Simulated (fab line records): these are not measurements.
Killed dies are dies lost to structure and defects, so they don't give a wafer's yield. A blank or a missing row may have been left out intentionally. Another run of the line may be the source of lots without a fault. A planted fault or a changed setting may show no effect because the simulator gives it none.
8D (eight disciplines) problem report, filled in by code	flow sky130	the parts of the form that need people (team, actions taken, sign-off) are left out

## 1. THE PROBLEM
Mean LOCAL_INTERCONNECT_TIN_RS at SKY_LOCAL_INTERCONNECT_RS_MEAS_01: 13.26 ohm/sq over 5 wafers in 3 lots; fault-free wafers: 14.21 ohm/sq, standard deviation 0.13. That is -7.3 standard deviations from the usual mean.
The step: measures by four-point-probe.
The first sign was on wafer L845.3 at day 32 01:37, on film metro-01. Wafers with a number at this step in the record: 33, from 11 lots. By rule, "out" or "out of limits" means more than 4 standard deviations away from the usual mean. Any other wafer with a number is counted as sound.

## 2. WHAT THIS IS AND IS NOT
question	is	is not
which readings at this step	LOCAL_INTERCONNECT_TIN_RS	-
which lots	L845, L846, L847	L843, L844, L854, L855, L856, L857, L859, L860
which wafers of those lots	L845.3, L845.4, L846.4, L847.4, L847.6	L845.2, L846.1, L846.5, L847.5
read on which gauges	film metro-01, film metro-03, film metro-04	-
when	from day 32 01:37	up to then (7 sound wafers); but 21 sound wafers of L846, L847, L854, L855, L856, L857, L859, L860 came after

## 3. WHAT RULES OUT EACH SUSPECT
Counting: a tool at a process step up to the reading stays a suspect if it ran every lot that is out. Sound lots after the first of them don't rule it out here, since some wafers of a struck lot are sound.
- ruled out: the gauge at SKY_LOCAL_INTERCONNECT_RS_MEAS_01. Those wafers that are out were read across 3 gauges (film metro-01, film metro-03, film metro-04).
- pvd sputter-02 at SKY_LOCAL_INTERCONNECT_SPUTTER_00 (material TiN, target thk 100 nm, time 83.3 s): kept. It processed each lot that is out (first: L845, day 32 01:32); up to then, its last sound lot is L843 (day 31 23:47).
Left after counting: pvd sputter-02 at SKY_LOCAL_INTERCONNECT_SPUTTER_00.

## 4. THE CAUSE (what the simulator had put in)
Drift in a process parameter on pvd sputter-02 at SKY_LOCAL_INTERCONNECT_SPUTTER_00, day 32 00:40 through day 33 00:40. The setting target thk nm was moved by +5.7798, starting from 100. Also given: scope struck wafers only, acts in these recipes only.
After counting, this tool was the only one left.

## 5. THE CHAIN OF EFFECTS, in route order
One row per reading whose mean, taken over the struck wafers that have a number, lies over 3 standard deviations from the usual. Only readings whose record carries a usual standard deviation are examined. hours: median over the lots of the time between each lot's start at the first step of this table that gives one and its start at this step. sigmas: the change, counted in usual standard deviations.
hours	step	reading	usual	on struck wafers	change	sigmas
0	SKY_LOCAL_INTERCONNECT_RS_MEAS_01	LOCAL_INTERCONNECT_TIN_RS	14.21 ohm/sq	13.26	-0.95	-7.3
0	SKY_LOCAL_INTERCONNECT_THK_MEAS_02	LOCAL_INTERCONNECT_TIN_THK	99.3 nm	106.4	+7.1	+7.6
27	SKY_LOCAL_INTERCONNECT_METAL_ETCH_14	oes product au	0.938 a.u.	0.977	+0.039	+6.0
The process steps in it:
- SKY_LOCAL_INTERCONNECT_METAL_ETCH_14: etches TiN in Cl2/BCl3, stops on PSG, target depth 110 nm, time 31.4 s.

## 6. WHAT WOULD HAVE CAUGHT IT SOONER
In this record the first reading out of limits at a measuring or inspecting step was taken at day 32 01:37, 1 hour after the fault began at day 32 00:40.
Of the tool readings at SKY_LOCAL_INTERCONNECT_SPUTTER_00 for which the record gives a usual standard deviation, none was out on any struck wafer, so an alarm limit of 4 standard deviations on them would not have fired.
Lots out: 3; of these, L846, L847 started SKY_LOCAL_INTERCONNECT_SPUTTER_00 on pvd sputter-02 after day 32 01:37. A hold on the tool at that time would have spared those 2.
